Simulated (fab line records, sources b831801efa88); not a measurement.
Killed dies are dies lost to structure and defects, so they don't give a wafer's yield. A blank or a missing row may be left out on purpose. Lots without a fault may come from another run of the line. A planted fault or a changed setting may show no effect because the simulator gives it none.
Which tool did it? | flow sky130 | 11 lots, 33 wafers sampled, at 4 steps of a route of 708

WHAT THE GAUGES READ, wafer by wafer
SKY_VIA2_RS_MEAS_22: measures by four-point-probe. Usual: VIA2_W_RS 0.2734 ohm/sq, standard deviation 0.0024.
lot  | measured     | on            | VIA2_W_RS (ohm/sq)   | flag
L700 | day 37 01:46 | film_metro-01 | 0.2728 0.2744 0.2754 |
L702 | day 37 14:41 | film_metro-03 | 0.2773 0.2735 0.2723 |
L706 | day 38 12:11 | film_metro-03 | 0.2734 0.2711 0.2742 |
L708 | day 39 10:55 | film_metro-03 | 0.2432 0.2425 0.2426 | OFF
L709 | day 39 22:40 | film_metro-01 | 0.2396 0.2386 0.2373 | OFF
L710 | day 41 01:40 | film_metro-01 | 0.2697 0.2682 0.2680 |
L716 | day 41 12:37 | film_metro-01 | 0.2744 0.2735 0.2721 |
L719 | day 42 15:48 | film_metro-03 | 0.2724 0.2757 0.2741 |
L720 | day 42 13:55 | film_metro-02 | 0.2763 0.2734 0.2753 |
L721 | day 43 01:31 | film_metro-01 | 0.2760 0.2742 0.2734 |
L722 | day 43 07:47 | film_metro-01 | 0.2697 0.2750 0.2719 |

SKY_VIA2_THK_MEAS_23: measures by xrf. Usual: VIA2_W_THK 425 nm, standard deviation 6.1.
lot  | measured     | on            | VIA2_W_THK (nm) | flag
L700 | day 37 01:53 | film_metro-01 | 431 426 427     |
L702 | day 37 14:47 | film_metro-03 | 419 421 422     |
L706 | day 38 12:17 | film_metro-03 | 420 422 420     |
L708 | day 39 11:02 | film_metro-03 | 474 474 478     | OFF
L709 | day 39 22:47 | film_metro-01 | 484 492 491     | OFF
L710 | day 41 01:46 | film_metro-01 | 426 430 432     |
L716 | day 41 12:43 | film_metro-01 | 421 425 422     |
L719 | day 42 15:55 | film_metro-03 | 422 419 422     |
L720 | day 42 14:02 | film_metro-02 | 432 439 432     |
L721 | day 43 01:37 | film_metro-01 | 427 431 430     |
L722 | day 43 07:53 | film_metro-01 | 436 430 436     |

WHICH TOOL RAN EACH LOT (tool, then ch and the chambers of the sampled wafers, then the start)
lot  | SKY_FIELD_ISO_ETCH_15             | SKY_VIA2_CVD_21
L700 | rie_diel-02 ch 0,1,2, day 2 08:58 | cvd_w-02 ch 0,1, day 37 01:38
L702 | rie_diel-03 ch 0,1,3, day 2 22:28 | cvd_w-02 ch 0,1, day 37 14:34
L706 | rie_diel-04 ch 1,2,3, day 3 17:04 | cvd_w-02 ch 0,1, day 38 12:04
L708 | rie_diel-02 ch 0,2, day 4 04:50   | cvd_w-02 ch 1, day 39 10:41
L709 | rie_diel-03 ch 0,2, day 4 09:35   | cvd_w-02 ch 0,1, day 39 22:32
L710 | rie_diel-03 ch 0,1,3, day 4 15:04 | cvd_w-01 ch 0,1, day 41 01:32
L716 | rie_diel-04 ch 0,3, day 5 21:49   | cvd_w-01 ch 0,1, day 41 12:29
L719 | rie_diel-02 ch 0,2, day 6 15:58   | cvd_w-01 ch 0,1, day 42 15:40
L720 | rie_diel-04 ch 0,2,3, day 6 19:22 | cvd_w-01 ch 0,1, day 42 13:47
L721 | rie_diel-02 ch 0,3, day 7 00:22   | cvd_w-02 ch 0,1, day 43 01:22
L722 | rie_diel-02 ch 0,1, day 7 04:11   | cvd_w-02 ch 0,1, day 43 07:38
- SKY_FIELD_ISO_ETCH_15: etches the open film in CHF3/O2, stops on Si, target depth 180 nm, time 72 s.
- SKY_VIA2_CVD_21: deposits W, target thk 420 nm, time 126.4 s.

WHAT THE TOOLS THEMSELVES READ (means of the sampled wafers that have a number; where no wafer has one, the mark that the record gives instead)
SKY_FIELD_ISO_ETCH_15. Usual: O2_flow_sccm 4.999 sccm, standard deviation 0.016; drypump_motor_current_A 5.5 A, standard deviation 0.56; oes_product_au 0.948 a.u., standard deviation 0.0065; throttle_valve_pct 8.844 %, standard deviation 0.0091.
lot  | tool        | O2_flow_sccm (sccm) | drypump_motor_current_A (A) | oes_product_au (a.u.) | throttle_valve_pct (%) | flag
L700 | rie_diel-02 | 4.999               | 5.3                         | 0.950                 | 8.842                  |
L702 | rie_diel-03 | 5.003               | 5.4                         | 0.948                 | 8.841                  |
L706 | rie_diel-04 | 4.990               | 5.6                         | 0.951                 | 8.844                  |
L708 | rie_diel-02 | 5.029               | 5.3                         | 0.936                 | 8.835                  |
L709 | rie_diel-03 | 5.013               | 5.1                         | 0.941                 | 8.844                  |
L710 | rie_diel-03 | 5.006               | 5.4                         | 0.942                 | 8.846                  |
L716 | rie_diel-04 | 5.003               | 6.4                         | 0.954                 | 8.850                  |
L719 | rie_diel-02 | 4.992               | 5.3                         | 0.956                 | 8.845                  |
L720 | rie_diel-04 | 5.001               | 6.1                         | 0.943                 | 8.835                  |
L721 | rie_diel-02 | 5.021               | 5.8                         | 0.950                 | 8.847                  |
L722 | rie_diel-02 | 4.993               | 5.5                         | 0.956                 | 8.846                  |

SKY_VIA2_CVD_21. Usual: chamber_pressure_Torr 40.00 Torr, standard deviation 0.088; heater_power_w 887 W, standard deviation 91; susceptor_temp_C 399.97 C, standard deviation 0.21.
lot  | tool     | chamber_pressure_Torr (Torr) | heater_power_w (W) | susceptor_temp_C (C) | flag
L700 | cvd_w-02 | 40.07                        | 843                | 400.04               |
L702 | cvd_w-02 | 40.04                        | 840                | 399.98               |
L706 | cvd_w-02 | 39.94                        | 835                | 400.10               |
L708 | cvd_w-02 | 51.86                        | 747                | 400.01               | OFF
L709 | cvd_w-02 | 51.79                        | 848                | 400.15               | OFF
L710 | cvd_w-01 | 40.03                        | 952                | 399.75               |
L716 | cvd_w-01 | 39.98                        | 973                | 399.81               |
L719 | cvd_w-01 | 39.93                        | 948                | 400.08               |
L720 | cvd_w-01 | 39.93                        | 950                | 399.81               |
L721 | cvd_w-02 | 39.97                        | 794                | 400.11               |
L722 | cvd_w-02 | 40.05                        | 803                | 400.10               |

THE ANSWER, worked out from the rows above alone
Rule: a lot is off if the mean of its wafers that have a number lies more than 3 standard deviations from the usual mean. A lot without any number at a reading at which 4 lots or more have one is off too. The other lots that the step has rows for count as sound. The gauges are gone through in route order, then the tools' own readings, and for those a lot's mean is taken as printed above. The first step at which some lot is off is used, and at that step the reading that is off furthest; a lot without a number counts as furthest.
Off: L708, L709, at SKY_VIA2_RS_MEAS_22 (VIA2_W_RS).
A tool fits if, at a process step before that reading, it ran every lot that is off, and no sound lot after the first of them. The gauges at SKY_VIA2_RS_MEAS_22 aren't tried: what is off there is off at SKY_VIA2_CVD_21 too, on other tools, and a gauge's error can't cause that. None of those tried fits.

WHAT THE SIMULATOR HAD PUT IN
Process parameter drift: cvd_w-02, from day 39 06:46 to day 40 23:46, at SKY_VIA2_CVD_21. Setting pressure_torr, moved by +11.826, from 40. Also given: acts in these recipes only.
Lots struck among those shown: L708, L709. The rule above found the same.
